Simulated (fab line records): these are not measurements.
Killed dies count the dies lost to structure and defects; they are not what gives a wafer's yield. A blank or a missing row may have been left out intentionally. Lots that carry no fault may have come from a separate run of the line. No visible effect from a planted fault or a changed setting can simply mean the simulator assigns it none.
2 desks looking at one fault + flow sky130 + each desk holds nothing but its own numbers, with what lay behind them at the end

## THE TOOL OWNER'S DESK: rie_metal-04
The tool's own readings at SKY_METAL4_ETCH_16 (etches BARC in N2/H2, stops on SiO2, time 88.2 s, target depth 60 nm): means of the sampled wafers that have a number, for each lot that ran on this tool. The brackets show how far a lot's mean lies from the usual mean; more than 4 standard deviations puts the lot out of limits, marked OUT.
Columns: A = drypump_motor_current_A at SKY_METAL4_ETCH_16, usual 6.2 A; B = oes_product_au at SKY_METAL4_ETCH_16, usual 0.626 a.u.; C = throttle_valve_pct at SKY_METAL4_ETCH_16, usual 13.204 %
| lot  | first seen here | A   | B     | C      |
|------|-----------------|-----|-------|--------|
| L279 | day 42 04:49    | 6.0 | 0.628 | 13.203 |
| L299 | day 47 02:39    | 6.6 | 0.626 | 13.204 |
| L301 | day 47 21:40    | 6.2 | 0.629 | 13.200 |
This desk found nothing out of limits on any of the 3 lots.

## THE METROLOGY DESK
Means of the sampled wafers that have a number, per lot and without regard to the tool the lot ran on: this is what the gauges read. The brackets show how far a lot's mean lies from the usual mean; more than 4 standard deviations puts the lot out of limits, marked OUT.
Columns: A = cd_nm at SKY_METAL4_CD_MEAS_13, usual 299.6 nm; B = METAL4_OVL at SKY_METAL4_OVL_MEAS_14, usual -2 nm
| lot  | first seen here | A     | B  |
|------|-----------------|-------|----|
| L279 | day 42 04:38    | 298.9 | 5  |
| L287 | day 44 12:37    | 299.6 | 0  |
| L294 | day 46 11:27    | 299.5 | -3 |
| L298 | day 46 23:39    | 301.1 | -2 |
| L299 | day 47 02:28    | 299.4 | -5 |
| L301 | day 47 21:31    | 299.8 | -2 |
This desk found nothing out of limits on any of the 6 lots.

## TAKEN TOGETHER
Nothing out of limits was seen by the tool owner's desk.
The metrology desk saw nothing out of limits.

## WHAT THE SIMULATOR HAD PUT IN
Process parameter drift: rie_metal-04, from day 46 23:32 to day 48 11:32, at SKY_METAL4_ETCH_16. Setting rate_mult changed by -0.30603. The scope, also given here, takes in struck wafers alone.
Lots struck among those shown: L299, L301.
